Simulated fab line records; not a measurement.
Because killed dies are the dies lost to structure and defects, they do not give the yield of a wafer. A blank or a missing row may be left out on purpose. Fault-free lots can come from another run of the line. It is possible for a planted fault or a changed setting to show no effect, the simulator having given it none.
fab line records | flow sky130
record: lots: 5 wafers: 15 last_day: 50
route steps=708 shown POLY_GATE@219
lots with no fault: from the same line, run without faults
start_h: hours from the record's first day to the start of the lot's first wafer shown | wait_h: hours elapsed since this lot's preceding step | " unchanged from the row above | L1.1+2: several wafers, shown together as one row | - no value present, or no start provided | * or withheld: withheld | < > ~ a bound
route shown NAME@n: NAME is a module with steps in the file, n the number in the route of the first one | usual: average and standard deviation across the fault-free wafers | same: alike in all rows | chamber/n: place in a boat | sites: per-site readings | _std_site: the standard deviation of these | _edge_site: outer sites' mean less inner sites' | radius_mm: how far each site lies from the wafer's centre | mask NAME#n: copy n | behind: the most recent tool/chamber to have shaped the wafer | hold: what put the lot on hold/how long, in hours/how the hold closed | device: the transistor (n, p or np) that didn't switch | end of line: tests of these same wafers at the route's end | a step with no rows: only its recipe | killed: dies that structure and defects cost at the first sort, which is not the same as the wafer's yield | map: the dies of a wafer, with x for killed, . for not killed, _ for no die there
set.NAME: the run value of the setting; set.NAME@STEP: its run value at that earlier step | model.NAME: the simulator's own value behind a step, which no gauge read
lots at some steps of the route; a table a step, a row a wafer
services: when a tool's chamber went out of use (start_h, in hours from the record's first day, below 0 if earlier), for how many hours, and the reason
== steps ==
step: SKY_POLY_GATE_DEHYDRATE_05
recipe: temp_c: 200 time_s: 60
step: SKY_POLY_GATE_HMDS_06
recipe: prime_time_s: 60 prime_temp_c: 120
step: SKY_POLY_GATE_COAT_07
recipe: resist: BARC temp_c: withheld time_s: withheld spin_rpm: 3000 resist_thk_nm: 110
step: SKY_POLY_GATE_COAT_08
recipe: resist: KrF-thick spin_rpm: 3000 resist_thk_nm: 450
step: SKY_POLY_GATE_SOFTBAKE_09
recipe: temp_c: 100 time_s: 90 resist: KrF-thick
step: SKY_POLY_GATE_EXPOSE_10
recipe: mask_id: P1M na: 0.68 source_shape: conventional sigma_outer: 0.6 target_cd_nm: 150 dose_mj: 28
step: SKY_POLY_GATE_PEB_11
recipe: peb_temp_c: withheld peb_time_s: withheld resist: KrF-thick
step: SKY_POLY_GATE_DEVELOP_12
recipe: develop_time_s: 60 resist: KrF-thick dev_temp_c: 21
step: SKY_POLY_GATE_CD_MEAS_13
recipe: target_cd_nm: 150
usual: cd_nm: 150.2/1.4
columns lot.wafer tool chamber start_h wait_h cd_nm
L789.1 cd_sem-01 - 405.20 - 148.5
L789.2 " - " " 148.8
L789.4 " - " " 149.0
L790.2 cd_sem-02 - 415.41 - 150.9
L790.3 " - " " 150.3
L790.5 " - " " 149.9
L796.1 cd_sem-01 - 469.46 - 152.6
L796.5 " - " " 150.0
L796.6 " - " " 151.1
L802.2 cd_sem-02 - 516.44 - 147.8
L802.3 " - " " 148.4
L802.6 " - " " 148.9
L806.3 cd_sem-02 - 554.10 - 152.7
L806.4 " - " " 153.2
L806.5 " - " " 151.7
step: SKY_POLY_GATE_OVL_MEAS_14
usual: POLY_GATE_OVL: 1/5.1
columns lot.wafer tool chamber start_h wait_h POLY_GATE_OVL[nm]
L789.1 overlay-01 - 405.32 0.1 1
L789.2 " - " " 9
L789.4 " - " " 0
L790.2 overlay-02 - 415.52 0.1 4
L790.3 " - " " 7
L790.5 " - " " -3
L796.1 overlay-01 - 469.58 0.1 8
L796.5 " - " " 14
L796.6 " - " " 6
L802.2 overlay-01 - 516.55 0.1 6
L802.3 " - " " 5
L802.6 " - " " 1
L806.3 overlay-02 - 554.19 0.1 2
L806.4 " - " " 3
L806.5 " - " " -4
step: SKY_POLY_GATE_ETCH_15
recipe: chemistry: N2/H2 target: BARC ion_energy_ev: 200 source_w: 500 bias_w: 100 pressure_mtorr: 30 n2_flow_sccm: 100 h2_flow_sccm: 200 stop_on: SiO2 time_s: 118.5 target_depth_a: 1100
usual: bias_w: 100.02/0.29 chamber_pressure_mTorr: 30.000/0.026 drypump_motor_current_A: 5.5/0.41 n2_flow_sccm: 100.05/0.3 oes_product_au: 0.717/0.0048 rf_fwd_power_W: 497.4/1.7 throttle_valve_pct: 13.213/0.0088
columns lot.wafer tool chamber start_h wait_h bias_w chamber_pressure_mTorr drypump_motor_current_A n2_flow_sccm oes_product_au rf_fwd_power_W rf_hours_counter_h throttle_valve_pct
L789.1 rie_diel-03 0 405.36 0.0 99.98 30.002 6.2 100.12 0.717 498.7 35 13.220
L789.2 " 3 " " 99.87 30.007 5.4 99.99 0.723 499.0 73 13.214
L789.4 " 2 " " 99.89 29.965 5.9 99.90 0.723 498.4 45 13.209
L790.2 rie_diel-04 2 415.55 0.0 100.03 30.033 5.2 99.75 0.715 497.7 10 13.236
L790.3 " 0 " " 100.47 29.975 6.0 99.62 0.711 498.1 17 13.210
L790.5 " 2 " " 99.97 29.972 5.1 100.53 0.723 498.1 - 13.206
L796.1 rie_diel-03 0 469.62 0.0 99.84 29.967 6.2 100.25 0.720 498.8 37 13.223
L796.5 " 1 " " 100.44 29.999 5.6 100.29 0.722 499.3 - 13.211
L796.6 " 2 " " 99.82 29.983 6.0 99.37 0.712 501.7 - 13.205
L802.2 rie_diel-03 3 516.58 0.0 100.26 29.993 5.4 99.95 0.717 498.7 75 13.205
L802.3 " 1 " " 100.16 30.011 5.6 99.85 0.717 495.2 59 13.223
L802.6 " 1 " " 99.73 30.006 5.6 99.96 0.721 497.3 - 13.205
L806.3 rie_diel-03 2 554.22 0.0 99.83 30.013 5.9 99.75 0.717 497.4 48 13.206
L806.4 " 0 " " 99.66 29.941 6.2 99.67 0.717 498.4 38 13.214
L806.5 " 1 " " 100.24 29.984 5.6 100.00 0.711 495.4 - 13.214
step: SKY_POLY_GATE_ETCH_16
recipe: stop_on: poly-Si chemistry: CH3F/O2 target: Si3N4 source_w: 400 bias_w: 80 pressure_mtorr: 25 ch3f_flow_sccm: 40 O2_flow_sccm: 30 time_s: 147.5 target_depth_a: 750
usual: bias_w: 79.99/0.24 chamber_pressure_mTorr: 25.003/0.021 drypump_motor_current_A: 5.5/0.41 oes_product_au: 0.641/0.0054 rf_fwd_power_W: 398.4/1.2 throttle_valve_pct: 10.535/0.0097
columns lot.wafer tool chamber start_h wait_h bias_w chamber_pressure_mTorr drypump_motor_current_A oes_product_au rf_fwd_power_W rf_hours_counter_h throttle_valve_pct
L789.1 rie_diel-03 0 405.44 0.0 79.88 24.996 6.2 0.643 399.0 35 10.541
L789.2 " 3 " " 79.45 24.991 5.4 0.638 397.3 73 10.515
L789.4 " 2 " " 80.16 25.001 6.0 0.640 398.6 45 10.529
L790.2 rie_diel-04 2 415.63 0.0 80.52 25.029 5.1 0.647 398.9 10 10.526
L790.3 " 0 " " 79.66 24.980 6.0 0.645 398.0 17 10.533
L790.5 " 2 " " 79.83 25.019 5.1 0.645 400.4 - 10.531
L796.1 rie_diel-03 0 469.70 0.0 79.69 25.007 6.2 0.639 399.0 37 10.532
L796.5 " 1 " " 79.60 25.027 5.6 0.646 396.2 - 10.528
L796.6 " 2 " " 80.20 25.007 6.0 0.637 396.7 - 10.533
L802.2 rie_diel-03 3 516.66 0.0 79.71 25.020 5.4 0.632 398.8 75 10.546
L802.3 " 1 " " 79.64 25.011 5.6 0.630 397.1 59 10.539
L802.6 " 1 " " 79.87 24.995 5.6 0.627 398.1 - 10.539
L806.3 rie_diel-03 2 554.30 0.0 79.86 24.987 6.0 0.649 396.9 48 10.530
L806.4 " 0 " " 79.92 25.010 6.2 0.642 397.1 38 10.536
L806.5 " 1 " " 79.91 25.005 5.6 0.639 398.0 - 10.524
step: SKY_POLY_GATE_ETCH_17
recipe: target_depth_nm: 180 stop_on: SiO2 over_etch_frac: 0.56667 chemistry: HBr/Cl2 target: poly-Si icp_w: 400 bias_w: 100 pressure_mtorr: 10 HBr_flow_sccm: 150 Cl2_flow_sccm: 50 time_s: 70.5
usual: bias_w: 100.0/0.33 chamber_pressure_mTorr: 10.000/0.0095 drypump_motor_current_A: 5.7/0.49 oes_product_au: 0.986/0.0082 rf_fwd_power_W: 397.1/1.2 throttle_valve_pct: 33.684/0.0078
columns lot.wafer tool chamber start_h wait_h bias_w chamber_pressure_mTorr drypump_motor_current_A oes_product_au rf_fwd_power_W rf_hours_counter_h throttle_valve_pct model.POLY_GATE.feature_depth_nm model.etch.depth_nm model.KrF-thick_of_POLY_GATE_COAT_08.thk_nm
L789.1 rie_si-02 3 405.54 0.0 100.2 10.007 5.3 0.966 397.6 12 33.680 176.7 176.7 147.4
L789.2 " 1 " " 99.8 9.992 5.6 0.977 395.9 34 33.692 177.2 177.2 138.5
L789.4 " 2 " " 99.6 10.004 6.0 0.984 396.5 52 33.686 177.9 177.9 138.7
L790.2 rie_si-02 0 415.73 0.0 100.2 10.003 5.7 0.992 400.1 1 33.691 177.9 177.9 141.1
L790.3 " 2 " " 99.6 9.996 6.0 0.984 396.2 53 33.684 178.5 178.5 139.1
L790.5 " 0 " " 99.8 10.009 5.6 0.988 397.3 - 33.685 178.6 178.6 142.4
L796.1 rie_si-02 3 469.80 0.0 99.5 10.006 5.3 0.982 397.7 13 33.690 175.8 175.8 143.1
L796.5 " 0 " " 99.9 9.980 5.6 0.949 335.2 - 33.690 167.9 167.9 145.5
L796.6 " 3 " " 99.8 9.996 5.3 0.975 400.4 - 33.686 176.4 176.4 138.8
L802.2 rie_si-01 1 516.76 0.0 100.0 10.007 6.6 0.988 397.9 14 33.691 180.2 180.2 136.6
L802.3 " 3 " " 99.7 9.993 5.4 1.000 397.6 3 33.682 181.8 181.8 140.5
L802.6 " 0 " " 99.5 10.008 6.3 0.985 398.4 - 33.687 179.9 179.9 141.3
L806.3 rie_si-01 0 554.40 0.0 100.4 9.993 6.3 0.988 396.1 24 33.683 178.6 178.6 144
L806.4 " 0 " " 100.4 9.992 6.3 0.984 398.7 - 33.670 178.7 178.7 141
L806.5 " 3 " " 100.3 10.007 5.4 0.988 396.8 - 33.682 178 178 139.3
step: SKY_POLY_GATE_STRIP_18
recipe: chemistry: O2/N2 power_w: 1400 pressure_mtorr: 1500 platen_temp_c: withheld o2_flow_sccm: 3000 n2_flow_sccm: 300 overash_fraction: 0.5
usual: chamber_pressure_mTorr: 1500.0/1.3 drypump_motor_current_A: 5.4/0.72 n2_flow_sccm: 300.0/0.82 oes_product_au: 0.361/0.0046 strip_time_to_endpoint_s: 3.18/0.04
columns lot.wafer tool chamber start_h wait_h chamber_pressure_mTorr drypump_motor_current_A n2_flow_sccm oes_product_au rf_hours_counter_h strip_time_to_endpoint_s
L789.1 plasma_asher-02 0 405.60 0.0 1500.7 4.8 300.8 0.363 60 3.24
L789.2 " 1 " " 1500.8 5.0 300.0 0.364 60 3.15
L789.4 " 1 " " 1498.0 5.0 299.2 0.362 - 3.19
L790.2 plasma_asher-04 0 415.78 0.0 1499.4 6.3 299.3 0.366 29 3.19
L790.3 " 0 " " 1500.6 6.3 299.9 0.352 - 3.18
L790.5 " 0 " " 1500.2 6.3 299.1 0.356 - 3.20
L796.1 plasma_asher-04 1 469.85 0.0 1500.4 4.7 299.2 0.368 34 3.20
L796.5 " 1 " " 1498.6 4.7 298.7 0.366 - 3.21
L796.6 " 0 " " 1499.6 6.3 300.6 0.352 - 3.16
L802.2 plasma_asher-04 0 516.82 0.0 1500.7 6.4 300.7 0.359 38 3.12
L802.3 " 0 " " 1500.5 6.4 300.5 0.364 - 3.16
L802.6 " 0 " " 1499.1 6.3 301.5 0.351 - 3.18
L806.3 plasma_asher-01 1 554.49 0.1 1502.1 6.6 299.6 0.361 - 3.22
L806.4 " 0 " " 1500.8 5.9 299.0 0.361 - 3.19
L806.5 " 1 " " 1501.8 6.7 300.0 0.359 - 3.14
== services ==
columns tool chamber start_h hours kind
rie_diel-04 3 391.36 2.5 repair
rie_diel-04 0 400.11 4.3 repair
rie_diel-04 3 405.81 - clean
plasma_asher-01 - 406.05 2.1 repair
rie_si-02 3 408.71 14.3 repair
rie_diel-03 3 412.31 2.5 repair
plasma_asher-01 - 421.25 9.0 pm
rie_diel-03 3 434.26 3.8 repair
plasma_asher-04 - 443.65 4.9 repair
rie_diel-03 1 445.69 9.5 repair
rie_si-01 3 464.91 31.5 repair
rie_si-01 0 474.00 34.1 repair
plasma_asher-04 - 479.68 7.1 repair
rie_diel-03 1 484.24 2.5 repair
rie_diel-04 - 485.44 0.7 repair
rie_diel-04 1 489.31 9.3 repair
rie_si-02 2 507.94 - clean
rie_si-02 2 507.94 14.6 scheduled_down
rie_si-02 2 507.94 14.6 vent_cycle
rie_diel-04 - 511.24 4.3 pm
rie_si-02 - 516.28 2.8 pm
plasma_asher-02 - 517.88 1.7 repair
rie_diel-04 - 523.70 1.0 repair
rie_diel-04 0 528.08 8.5 repair
== key ==
first_sign: step: SKY_POLY_GATE_ETCH_17 reading: rf_fwd_power_W direction: down sigmas: 50 usual: 397.1 struck: 335.2
effect: step: SKY_POLY_GATE_ETCH_17 reading: oes_product_au direction: down sigmas: 4.5 usual: 0.986 struck: 0.949
model_effect: step: SKY_POLY_GATE_ETCH_17 value: POLY_GATE.feature_depth_nm without: 177.9 struck: 167.9
met_at SKY_POLY_GATE_ETCH_17
struck_wafers L796.5
sort_left_out L796.5
tester_left_out L796
onset_between 415.73 469.80
fault: kind: process_parameter_drift tool: rie_si-02 chamber: 0 onset_h: 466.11 steps: SKY_POLY_GATE_ETCH_17 channel: icp_w offset: -64 shape: step end_h: 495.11 acts_in: these_recipes_only stated: 400
tester_left_out: of these lots the tester's yield and bins aren't shown, on N5 and GAA mostly nor the transistor test; their killed dies are dies lost to structure and defects alone, not to doping, threshold or leakage, so they don't give the yield
sort_left_out: the simulated sort isn't trusted on such a fault, so these wafers' sort isn't shown, and their yield isn't known
